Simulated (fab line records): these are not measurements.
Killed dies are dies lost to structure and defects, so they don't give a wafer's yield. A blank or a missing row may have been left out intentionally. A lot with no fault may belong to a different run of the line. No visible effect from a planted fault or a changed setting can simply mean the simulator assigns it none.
Chamber matching ; flow gf180mcu ; GF_V2_CMP_04 on cmp-01 has 4 sister chambers
The step polishes SiO2. 20 wafers are shown with their chamber, then 10 later ones without.

EACH WAFER AND ITS CHAMBER
wafer;chamber;motor_current_A (A);time_to_endpoint_s (s)
L074.2;3;12.8;75
L074.3;1;12.4;76
L074.5;1;11.5;84
L075.1;1;12.1;80
L075.5;2;10.6;81
L075.6;3;12.9;84
L076.1;3;12.6;75
L076.2;1;12.4;76
L076.4;2;10.5;78
L079.1;1;12.6;78
L079.3;3;13.7;80
L079.4;0;11.8;88
L081.2;2;10.7;67
L081.5;0;12.1;88
L081.6;1;12.2;84
L080.1;0;12.9;82
L080.3;1;12.3;77
L080.4;2;10.3;78
L090.1;2;10.2;73
L090.3;3;13.1;80

SIGNATURES (means of the wafers above)
reading;chamber 0;chamber 1;chamber 2;chamber 3;scatter within a chamber
motor_current_A;12.267;12.214;10.460;13.020;0.377
time_to_endpoint_s;86.00;79.29;75.40;78.80;4.16
Rule: a wafer lies at a distance from a chamber equal to the root of the sum of squares, over the readings, of (its reading less the chamber's mean, divided by the reading's scatter). The wafer belongs to the nearest chamber; if the next one is less than 2 further off, it can't be placed. The scatter: the root of (the sum of the squares of (reading less its chamber's mean) over the shown wafers, divided by (wafers less chambers)).

WAFERS MISSING THEIR CHAMBER
wafer;motor_current_A (A);time_to_endpoint_s (s)
L090.6;12.5;78
L089.1;13.1;84
L089.4;12.2;85
L089.6;12.0;83
L093.1;10.3;73
L093.5;10.4;78
L093.6;12.5;83
L095.3;10.9;82
L095.4;12.9;82
L095.6;12.7;78

THE CHAMBER EACH PASSED THROUGH
wafer;from the rows above;in truth
L090.6;can't be placed: 1 or 3 or 0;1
L089.1;can't be placed: 3 or 0 or 1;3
L089.4;can't be placed: 0 or 1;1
L089.6;can't be placed: 0 or 1 or 3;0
L093.1;2;2
L093.5;2;2
L093.6;can't be placed: 0 or 1 or 3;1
L095.3;can't be placed: 2 or 1 or 0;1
L095.4;can't be placed: 3 or 1 or 0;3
L095.6;can't be placed: 3 or 1 or 0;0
Placed correctly: 2 of 10. These rows do not allow placing 8 (true chamber among the candidates in 8). 0 placed wrongly.
